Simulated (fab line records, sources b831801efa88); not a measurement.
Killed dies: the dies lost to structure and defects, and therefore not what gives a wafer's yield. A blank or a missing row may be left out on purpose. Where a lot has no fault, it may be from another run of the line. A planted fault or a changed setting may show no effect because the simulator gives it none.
fab line records / flow sfq-line
record lots=13 wafers=38 last-day=94
route steps=325 shown I1@78 I6@269
lots with no fault: from the same line, run without faults
start-h: start of the lot's first displayed wafer, in hours after the record's first day / wait-h: hours from the lot's prior step to this one / " as in the row above / L1.1+2: one row covering several wafers at once / - no value, or no start was given / * or withheld: withheld / < > ~ a bound
route shown NAME@n: NAME is a module with steps in the file, n the number in the route of the first one / usual: mean/standard deviation taken from wafers without a fault / same: alike in all rows / chamber/n: place in a boat / sites: the reading at each site / _std_site: the standard deviation of these / _edge_site: the outer-site mean with the inner-site mean subtracted / radius-mm: how far each site lies from the wafer's centre / mask NAME#n: copy n / behind: the tool/chamber that last shaped the wafer / hold: why the lot went on hold/how many hours it stayed there/how the hold came to an end / device: transistor that didn't switch, given as n, p or np / end of line: at the end of the route, the tests of the same wafers / step lacking rows: just its recipe / killed: the dies lost at the first sort to structure and to defects; this is not the yield of the wafer / map: dies across one wafer; x = killed, . = not, _ = none there
set.NAME: the setting as run; set.NAME@STEP: as run at that earlier step / model.NAME: the simulator's own value behind a step, which no gauge read
one table for each step of the route and one row for each wafer, over a sample of lots
services: when a tool's chamber went out of use (start-h, in hours from the record's first day, below 0 if earlier), for how many hours, and the reason
## steps
# step SFQ_TRILAYER_I1_VIA_LITHO_COAT_049
# recipe resist=KrF spin-rpm=3000 resist-thk-nm=650
lot.wafer=L372.1+5+6 tool=litho-track-03 chamber=0 start-h=286.44 wait-h=0.2
lot.wafer=L373.1+2+6 tool=litho-track-01 chamber=0 start-h=297.70 wait-h=0.2
lot.wafer=L374.3+4+6 tool=litho-track-04 chamber=0 start-h=313.91 wait-h=0.2
lot.wafer=L375.1+3+4 tool=litho-track-04 chamber=0 start-h=326.59 wait-h=0.2
lot.wafer=L377.1+2+3 tool=litho-track-01 chamber=0 start-h=341.45 wait-h=0.2
lot.wafer=L378.2+3+4 tool=litho-track-03 chamber=0 start-h=349.04 wait-h=0.2
lot.wafer=L379.2+3+5 tool=litho-track-03 chamber=0 start-h=354.08 wait-h=0.2
lot.wafer=L383.2+4 tool=litho-track-03 chamber=0 start-h=385.28 wait-h=0.2
lot.wafer=L390.1+2+6 tool=litho-track-04 chamber=0 start-h=427.83 wait-h=0.2
lot.wafer=L391.2+3+4 tool=litho-track-01 chamber=0 start-h=433.90 wait-h=0.2
lot.wafer=L392.2+3+5 tool=litho-track-03 chamber=0 start-h=441.88 wait-h=0.2
lot.wafer=L394.1+2+3 tool=litho-track-01 chamber=0 start-h=452.11 wait-h=0.2
lot.wafer=L395.1+2+4 tool=litho-track-01 chamber=0 start-h=464.11 wait-h=0.2
# step SFQ_TRILAYER_I6_METRO_MEASURE_167
# usual thk-nm=198.3/1.6
lot.wafer=L372.1 tool=film-metro-02 chamber=- start-h=1717.07 wait-h=0.1 thk-nm=200.5
lot.wafer=L372.5 tool=film-metro-02 chamber=- start-h=1717.07 wait-h=0.1 thk-nm=200.6
lot.wafer=L372.6 tool=film-metro-02 chamber=- start-h=1717.07 wait-h=0.1 thk-nm=200.8
lot.wafer=L373.1 tool=film-metro-02 chamber=- start-h=1773.76 wait-h=0.1 thk-nm=198.3
lot.wafer=L373.2 tool=film-metro-02 chamber=- start-h=1773.76 wait-h=0.1 thk-nm=199.0
lot.wafer=L373.6 tool=film-metro-02 chamber=- start-h=1773.76 wait-h=0.1 thk-nm=195.7
lot.wafer=L374.3 tool=film-metro-01 chamber=- start-h=1776.56 wait-h=0.5 thk-nm=199.8
lot.wafer=L374.4 tool=film-metro-01 chamber=- start-h=1776.56 wait-h=0.5 thk-nm=202.3
lot.wafer=L374.6 tool=film-metro-01 chamber=- start-h=1776.56 wait-h=0.5 thk-nm=200.1
lot.wafer=L375.1 tool=film-metro-02 chamber=- start-h=1783.49 wait-h=0.1 thk-nm=198.0
lot.wafer=L375.3 tool=film-metro-02 chamber=- start-h=1783.49 wait-h=0.1 thk-nm=196.8
lot.wafer=L375.4 tool=film-metro-02 chamber=- start-h=1783.49 wait-h=0.1 thk-nm=198.5
lot.wafer=L377.1 tool=film-metro-01 chamber=- start-h=1789.49 wait-h=0.1 thk-nm=197.4
lot.wafer=L377.2 tool=film-metro-01 chamber=- start-h=1789.49 wait-h=0.1 thk-nm=199.0
lot.wafer=L377.3 tool=film-metro-01 chamber=- start-h=1789.49 wait-h=0.1 thk-nm=200.4
lot.wafer=L378.2 tool=film-metro-02 chamber=- start-h=1792.69 wait-h=0.3 thk-nm=198.6
lot.wafer=L378.3 tool=film-metro-02 chamber=- start-h=1792.69 wait-h=0.3 thk-nm=197.9
lot.wafer=L378.4 tool=film-metro-02 chamber=- start-h=1792.69 wait-h=0.3 thk-nm=197.5
lot.wafer=L379.2 tool=film-metro-04 chamber=- start-h=1794.83 wait-h=0.3 thk-nm=199.6
lot.wafer=L379.3 tool=film-metro-04 chamber=- start-h=1794.83 wait-h=0.3 thk-nm=202.0
lot.wafer=L379.5 tool=film-metro-04 chamber=- start-h=1794.83 wait-h=0.3 thk-nm=200.1
lot.wafer=L383.2 tool=film-metro-02 chamber=- start-h=1861.44 wait-h=3.2 thk-nm=198.8
lot.wafer=L383.4 tool=film-metro-02 chamber=- start-h=1861.44 wait-h=3.2 thk-nm=197.6
lot.wafer=L383.2 tool=film-metro-02 chamber=- start-h=1862.81 wait-h=1.2 thk-nm=198.8
lot.wafer=L383.4 tool=film-metro-02 chamber=- start-h=1862.81 wait-h=1.2 thk-nm=197.6
lot.wafer=L390.1 tool=film-metro-01 chamber=- start-h=1876.94 wait-h=0.1 thk-nm=198.9
lot.wafer=L390.2 tool=film-metro-01 chamber=- start-h=1876.94 wait-h=0.1 thk-nm=197.9
lot.wafer=L390.6 tool=film-metro-01 chamber=- start-h=1876.94 wait-h=0.1 thk-nm=198.8
lot.wafer=L391.2 tool=film-metro-04 chamber=- start-h=1878.25 wait-h=0.3 thk-nm=197.3
lot.wafer=L391.3 tool=film-metro-04 chamber=- start-h=1878.25 wait-h=0.3 thk-nm=198.1
lot.wafer=L391.4 tool=film-metro-04 chamber=- start-h=1878.25 wait-h=0.3 thk-nm=199.1
lot.wafer=L392.2 tool=film-metro-01 chamber=- start-h=1968.39 wait-h=0.3 thk-nm=198.4
lot.wafer=L392.3 tool=film-metro-01 chamber=- start-h=1968.39 wait-h=0.3 thk-nm=199.3
lot.wafer=L392.5 tool=film-metro-01 chamber=- start-h=1968.39 wait-h=0.3 thk-nm=199.4
lot.wafer=L394.1 tool=film-metro-04 chamber=- start-h=1975.49 wait-h=0.1 thk-nm=197.6
lot.wafer=L394.2 tool=film-metro-04 chamber=- start-h=1975.49 wait-h=0.1 thk-nm=197.9
lot.wafer=L394.3 tool=film-metro-04 chamber=- start-h=1975.49 wait-h=0.1 thk-nm=195.3
lot.wafer=L395.1 tool=film-metro-04 chamber=- start-h=1981.49 wait-h=0.1 thk-nm=198.9
lot.wafer=L395.2 tool=film-metro-04 chamber=- start-h=1981.49 wait-h=0.1 thk-nm=195.8
lot.wafer=L395.4 tool=film-metro-04 chamber=- start-h=1981.49 wait-h=0.1 thk-nm=198.9
## services
tool=film-metro-02 chamber=- start-h=426.81 hours=0.9 kind=pm
tool=film-metro-02 chamber=- start-h=436.53 hours=0.7 kind=pm
tool=film-metro-02 chamber=- start-h=470.72 hours=0.6 kind=pm
tool=film-metro-02 chamber=- start-h=550.33 hours=50.5 kind=repair
tool=film-metro-02 chamber=- start-h=593.01 hours=5.4 kind=repair
tool=film-metro-02 chamber=- start-h=629.11 hours=0.5 kind=pm
tool=film-metro-02 chamber=- start-h=671.81 hours=0.6 kind=pm
tool=film-metro-02 chamber=- start-h=680.92 hours=0.5 kind=pm
tool=film-metro-02 chamber=- start-h=715.72 hours=1.0 kind=pm
tool=film-metro-02 chamber=- start-h=784.71 hours=1.0 kind=repair
tool=film-metro-02 chamber=- start-h=916.81 hours=0.6 kind=pm
tool=film-metro-02 chamber=- start-h=926.05 hours=0.5 kind=pm
tool=film-metro-02 chamber=- start-h=960.72 hours=0.5 kind=pm
tool=film-metro-02 chamber=- start-h=972.04 hours=1.5 kind=pm
tool=film-metro-02 chamber=- start-h=1161.81 hours=0.9 kind=pm
tool=film-metro-02 chamber=- start-h=1170.92 hours=0.6 kind=pm
tool=film-metro-02 chamber=- start-h=1206.17 hours=1.0 kind=pm
tool=film-metro-02 chamber=- start-h=1295.40 hours=0.5 kind=pm
tool=film-metro-02 chamber=- start-h=1406.81 hours=1.5 kind=pm
tool=film-metro-02 chamber=- start-h=1415.92 hours=0.9 kind=pm
tool=film-metro-02 chamber=- start-h=1450.72 hours=1.8 kind=pm
tool=film-metro-02 chamber=- start-h=1651.81 hours=0.9 kind=pm
tool=film-metro-02 chamber=- start-h=1660.92 hours=1.9 kind=pm
tool=film-metro-02 chamber=- start-h=1695.72 hours=0.3 kind=pm
## key
first-sign step=SFQ_TRILAYER_I6_METRO_MEASURE_167 reading=visit direction=added
effect none on later readings
met-at SFQ_TRILAYER_I1_VIA_LITHO_COAT_049
struck-lots L383
struck-wafers L383.2
onset-between 354.08 385.28
fault kind=process-parameter-drift tool=litho-track-03 chamber=- onset-h=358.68 steps=SFQ_TRILAYER_I1_VIA_LITHO_COAT_049 channel=resist-thk-nm offset=133.89 shape=step end-h=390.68 scope=struck-wafers-only acts-in=these-recipes-only stated=650
